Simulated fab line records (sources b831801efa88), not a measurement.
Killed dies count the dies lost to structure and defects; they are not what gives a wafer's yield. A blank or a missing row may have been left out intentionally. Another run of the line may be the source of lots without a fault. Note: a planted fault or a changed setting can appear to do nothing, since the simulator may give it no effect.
Which tool is to blame? + flow gf180mcu + 14 lots with 42 wafers sampled at 4 steps, on a route of 602 steps

WHAT THE GAUGES SHOWED, per wafer
GF_V5_THK_MEAS_25: measures by xrf. Usual: for V5_W_THK the level is 367 nm and the standard deviation is 6.1.
| lot  | measured     | on            | V5_W_THK (nm) | flag |
|------|--------------|---------------|---------------|------|
| L606 | day 27 12:12 | film metro-01 | 372 375 368   |      |
| L607 | day 27 15:30 | film metro-01 | 367 374 374   |      |
| L608 | day 28 00:22 | film metro-01 | 369 371 378   |      |
| L609 | day 28 00:22 | film metro-02 | 355 365 356   |      |
| L614 | day 30 05:50 | film metro-01 | 361 361 364   |      |
| L615 | day 30 09:23 | film metro-01 | 365 378 369   |      |
| L621 | day 31 17:31 | film metro-02 | 362 365 360   |      |
| L620 | day 31 20:07 | film metro-03 | 374 372 373   |      |
| L623 | day 32 07:14 | film metro-01 | 365 368 365   |      |
| L625 | day 32 11:19 | film metro-02 | 370 366 357   |      |
| L626 | day 32 21:25 | film metro-03 | 368 374 369   |      |
| L627 | day 33 03:12 | film metro-02 | 360 357 354   |      |
| L628 | day 33 06:35 | film metro-01 | 377 379 374   |      |
| L629 | day 33 11:40 | film metro-03 | 367 362 365   |      |

GF_PASSIVATION_THK_MEAS_01. Usual: for PASSIVATION_CVD_00_THK the level is 999 nm and the standard deviation is 15.
| lot  | measured     | on            | PASSIVATION_CVD_00_THK (nm) | flag |
|------|--------------|---------------|-----------------------------|------|
| L606 | day 28 09:46 | film metro-02 | 998 1032 1003               |      |
| L607 | day 28 12:47 | film metro-02 | 1005 1017 1024              |      |
| L608 | day 28 21:01 | film metro-03 | 993 993 1001                |      |
| L609 | day 28 21:10 | film metro-02 | 1018 1011 1002              |      |
| L614 | day 31 01:33 | film metro-04 | 976 1005 1000               |      |
| L615 | day 31 04:38 | film metro-03 | 1003 991 1020               |      |
| L621 | day 32 11:56 | film metro-02 | 987 987 993                 |      |
| L620 | day 32 13:59 | film metro-04 | 993 1014 990                |      |
| L623 | day 33 01:05 | film metro-02 | 1008 1017 1019              |      |
| L625 | day 33 05:12 | film metro-04 | 997 1014 1013               |      |
| L626 | day 33 15:02 | film metro-04 | 1022 1000 990               |      |
| L627 | day 33 20:02 | film metro-02 | 983 1015 1013               |      |
| L628 | day 33 23:15 | film metro-03 | 1001 1018 1004              |      |
| L629 | day 34 04:21 | film metro-04 | 984 996 1018                |      |

EACH LOT AND THE TOOL THAT RAN IT (in order: tool; ch and the chambers of the sampled wafers; start)
| lot  | GF_TOP_METAL_SPUTTER_02      | GF_TOP_METAL_SPUTTER_03      |
|------|------------------------------|------------------------------|
| L606 | pvd sputter-01, day 27 12:40 | pvd sputter-01, day 27 12:43 |
| L607 | pvd sputter-02, day 27 15:59 | pvd sputter-02, day 27 16:01 |
| L608 | pvd sputter-03, day 28 00:51 | pvd sputter-03, day 28 00:54 |
| L609 | pvd sputter-02, day 28 00:52 | pvd sputter-02, day 28 00:55 |
| L614 | pvd sputter-03, day 30 06:19 | pvd sputter-03, day 30 06:21 |
| L615 | pvd sputter-03, day 30 09:53 | pvd sputter-03, day 30 09:55 |
| L621 | pvd sputter-02, day 31 18:00 | pvd sputter-02, day 31 18:02 |
| L620 | pvd sputter-02, day 31 20:36 | pvd sputter-02, day 31 20:38 |
| L623 | pvd sputter-01, day 32 07:42 | pvd sputter-01, day 32 07:44 |
| L625 | pvd sputter-02, day 32 11:48 | pvd sputter-02, day 32 11:50 |
| L626 | pvd sputter-02, day 32 21:53 | pvd sputter-02, day 32 21:56 |
| L627 | pvd sputter-01, day 33 03:41 | pvd sputter-01, day 33 03:44 |
| L628 | pvd sputter-03, day 33 07:03 | pvd sputter-03, day 33 07:05 |
| L629 | pvd sputter-02, day 33 12:09 | pvd sputter-02, day 33 12:11 |
- GF_TOP_METAL_SPUTTER_02: material AlCu, target thk 900 nm, time 47.82 s.
- GF_TOP_METAL_SPUTTER_03: material Ti, target thk 5 nm, time 3.3 s.

AS READ BY THE TOOLS THEMSELVES (means over the sampled wafers that have a number; for cases with no such wafer, the mark the record gives instead)
GF_TOP_METAL_SPUTTER_02. Usual: throttle valve pct reads 29.7 % (standard deviation 1.4).
| lot  | tool           | throttle valve pct (%) | flag |
|------|----------------|------------------------|------|
| L606 | pvd sputter-01 | 31.1                   |      |
| L607 | pvd sputter-02 | 28.9                   |      |
| L608 | pvd sputter-03 | 29.5                   |      |
| L609 | pvd sputter-02 | 29.0                   |      |
| L614 | pvd sputter-03 | 31.0                   |      |
| L615 | pvd sputter-03 | 30.9                   |      |
| L621 | pvd sputter-02 | 29.1                   |      |
| L620 | pvd sputter-02 | 29.3                   |      |
| L623 | pvd sputter-01 | 30.6                   |      |
| L625 | pvd sputter-02 | 28.7                   |      |
| L626 | pvd sputter-02 | 29.2                   |      |
| L627 | pvd sputter-01 | 29.7                   |      |
| L628 | pvd sputter-03 | 31.1                   |      |
| L629 | pvd sputter-02 | 29.0                   |      |

GF_TOP_METAL_SPUTTER_03. Usual: throttle valve pct reads 29.7 % (standard deviation 1.4).
| lot  | tool           | throttle valve pct (%) | flag |
|------|----------------|------------------------|------|
| L606 | pvd sputter-01 | 31.0                   |      |
| L607 | pvd sputter-02 | 28.8                   |      |
| L608 | pvd sputter-03 | 29.5                   |      |
| L609 | pvd sputter-02 | 28.9                   |      |
| L614 | pvd sputter-03 | 31.1                   |      |
| L615 | pvd sputter-03 | 31.2                   |      |
| L621 | pvd sputter-02 | 29.3                   |      |
| L620 | pvd sputter-02 | 29.2                   |      |
| L623 | pvd sputter-01 | 30.6                   |      |
| L625 | pvd sputter-02 | 28.7                   |      |
| L626 | pvd sputter-02 | 29.4                   |      |
| L627 | pvd sputter-01 | 29.7                   |      |
| L628 | pvd sputter-03 | 31.2                   |      |
| L629 | pvd sputter-02 | 29.1                   |      |

THE ANSWER, worked out from the rows above alone
Rule: a lot counts as off when the mean over its wafers that have a number is more than 3 standard deviations away from the usual mean. Also off: a lot with no number at a reading for which 4 or more lots have one. The other lots that the step has rows for count as sound. The gauges are gone through in route order, then the tools' own readings, and for those a lot's mean is taken as printed above. At the first step where some lot is off, the reading lying furthest off is the one used; lots without a number count as furthest.
Nothing can be told from this: no lot is off at any reading shown.

WHAT THE SIMULATOR PUT IN
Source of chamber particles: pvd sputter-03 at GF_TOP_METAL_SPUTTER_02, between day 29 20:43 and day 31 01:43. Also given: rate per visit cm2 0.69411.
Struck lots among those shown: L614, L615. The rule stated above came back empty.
